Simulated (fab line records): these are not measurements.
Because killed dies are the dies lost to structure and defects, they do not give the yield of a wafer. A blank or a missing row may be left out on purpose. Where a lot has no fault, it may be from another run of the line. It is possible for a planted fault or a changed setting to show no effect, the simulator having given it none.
Matching of chambers	flow gf180mcu	GF_STI_CMP_25 on cmp-01: 4 sister chambers
The step polishes, stops on Si3N4, t overpolish 33 s, target thk 524.6 nm. 4 wafers are shown with their chamber, then 9 later ones without.

== WAFERS PAIRED WITH THEIR CHAMBERS ==
wafer	chamber	motorCurrentA (A)
L178.1	1	11.6
L178.4	2	14.8
L189.3	0	11.3
L189.5	3	15.1

== WAFERS WHOSE CHAMBER IS MISSING ==
wafer	motorCurrentA (A)
L190.1	11.4
L190.2	13.1
L190.3	10.9
L192.2	13.9
L192.4	15.0
L192.5	14.4
L193.1	14.6
L193.4	13.8
L193.5	14.8

== THE CHAMBER EACH PASSED THROUGH ==
wafer	from the rows above	in truth
L190.1	can't be placed: 0 or 1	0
L190.2	can't be placed: 1 or 2 or 0 or 3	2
L190.3	can't be placed: 0 or 1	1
L192.2	can't be placed: 2 or 3 or 1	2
L192.4	can't be placed: 3 or 2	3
L192.5	can't be placed: 2 or 3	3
L193.1	can't be placed: 2 or 3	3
L193.4	can't be placed: 2 or 3 or 1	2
L193.5	can't be placed: 2 or 3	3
0 of 9 placed correctly. From these rows, 9 cannot be placed; in 9 the true chamber is one of the candidates. Number placed wrongly: 0.
How it was worked out, from the rows above alone: a wafer's distance from a chamber is the root of the sum, over the readings, of the square of ((its reading less the chamber's mean) divided by the reading's scatter). The wafer belongs to the nearest chamber; if the next one is less than 2 further off, it can't be placed. The mean given for a chamber averages the wafers shown for that chamber. The scatter (one wafer shown for each chamber): square how far every hidden wafer sits from the nearest shown wafer, average those squares and take the square root.
